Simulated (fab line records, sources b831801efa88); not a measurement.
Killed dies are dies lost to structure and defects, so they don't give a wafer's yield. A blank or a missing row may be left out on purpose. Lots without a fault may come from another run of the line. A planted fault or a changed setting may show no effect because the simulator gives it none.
Tool commonality check | flow gf180mcu | 12 lots, 42 wafers sampled

WHY IT WAS OPENED
At GF_HV_LDD_TW_MEAS_23 the reading HV_LDD_2_TW is flagged on 2 of 12 lots. Wafers without a fault read 1051, standard deviation 5.3.
Rule: a lot is flagged when every wafer of it that has a number lies more than 4 standard deviations from that mean, or none has a number. The other lots count as sound.

lot  | measured     | on            | HV_LDD_2_TW, wafer by wafer   | flag
L281 | day 10 14:28 | film_metro-04 | 1052 1056 1055                |
L284 | day 11 16:25 | film_metro-04 | 1048 1058 1048                |
L285 | day 12 08:11 | film_metro-02 | 1050 1055 1057                |
L286 | day 12 14:54 | film_metro-02 | 1051 1059 1056                |
L287 | day 13 01:14 | film_metro-03 | 1050 1043 1048                |
L292 | day 14 10:14 | film_metro-02 | 1120 1115 1118 1121 1122 1115 | FLAGGED
L293 | day 14 16:40 | film_metro-02 | 1117 1121 1121 1125 1127 1120 | FLAGGED
L299 | day 16 13:13 | film_metro-03 | 1059 1062 1062                |
L300 | day 16 21:33 | film_metro-02 | 1049 1056 1054                |
L302 | day 17 10:25 | film_metro-03 | 1050 1047 1049                |
L303 | day 17 15:34 | film_metro-04 | 1049 1043 1050                |
L304 | day 18 01:14 | film_metro-03 | 1045 1037 1042                |
The numbers of the flagged lots are 1120 on average: +69 against the usual, or +13 standard deviations.

WHICH TOOL RAN EACH LOT
The record holds 1 process step before the reading, out of a route of 602 steps. In each cell: the tool, then ch and the chambers that the sampled wafers went through, then the start.
lot  | flag    | GF_HV_LDD_IMPLANT_21
L281 |         | implanter-02 ch 0, day 10 14:14
L284 |         | implanter-03 ch 0, day 11 16:10
L285 |         | implanter-02 ch 0, day 12 07:58
L286 |         | implanter-03 ch 0, day 12 14:41
L287 |         | implanter-02 ch 0, day 13 00:59
L292 | FLAGGED | implanter-02 ch 0, day 14 09:59
L293 | FLAGGED | implanter-02 ch 0, day 14 16:25
L299 |         | implanter-04 ch 0, day 16 12:58
L300 |         | implanter-03 ch 0, day 16 21:20
L302 |         | implanter-03 ch 0, day 17 10:11
L303 |         | implanter-04 ch 0, day 17 15:20
L304 |         | implanter-04 ch 0, day 18 00:59
What these steps do:
- GF_HV_LDD_IMPLANT_21
- GF_HV_LDD_TW_MEAS_23

FLAGGED OVER TOTAL, TOOL BY TOOL (the gauges that took the reading come last)
step                 | tool          | lots run | flagged | share of the flagged lots | sound lots run after its first flagged lot
GF_HV_LDD_IMPLANT_21 | implanter-02  | 5        | 2       | all                       | 0
GF_HV_LDD_IMPLANT_21 | implanter-03  | 4        | 0       | none                      | -
GF_HV_LDD_IMPLANT_21 | implanter-04  | 3        | 0       | none                      | -
GF_HV_LDD_TW_MEAS_23 | film_metro-02 | 5        | 2       | all                       | 1 (L300)
GF_HV_LDD_TW_MEAS_23 | film_metro-03 | 4        | 0       | none                      | -
GF_HV_LDD_TW_MEAS_23 | film_metro-04 | 3        | 0       | none                      | -

WHAT THE TABLE ALLOWS
2 rows of the table ran every flagged lot: implanter-02 at GF_HV_LDD_IMPLANT_21, film_metro-02 at GF_HV_LDD_TW_MEAS_23.
- implanter-02 at GF_HV_LDD_IMPLANT_21: 2 of its 5 lots flagged. Its last sound lot is L287 (day 13 00:59), its first flagged lot L292 (day 14 09:59): a fault that began between those two fits. Its own readings lie more than 4 standard deviations out on every wafer of the flagged lots: beam_energy_keV.
- film_metro-02 at GF_HV_LDD_TW_MEAS_23: 2 of its 5 lots flagged. Sound lots ran on it after the first flagged one (L300), which a lasting fault on the whole tool wouldn't allow.
One tool is left: implanter-02 at GF_HV_LDD_IMPLANT_21.

WHAT THE SIMULATOR HAD PUT IN
Process parameter drift: implanter-02, from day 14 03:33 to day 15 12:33, at GF_HV_LDD_IMPLANT_21. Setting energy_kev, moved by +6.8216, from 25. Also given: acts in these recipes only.
Lots struck among those shown: L292, L293. The rule above found the same.
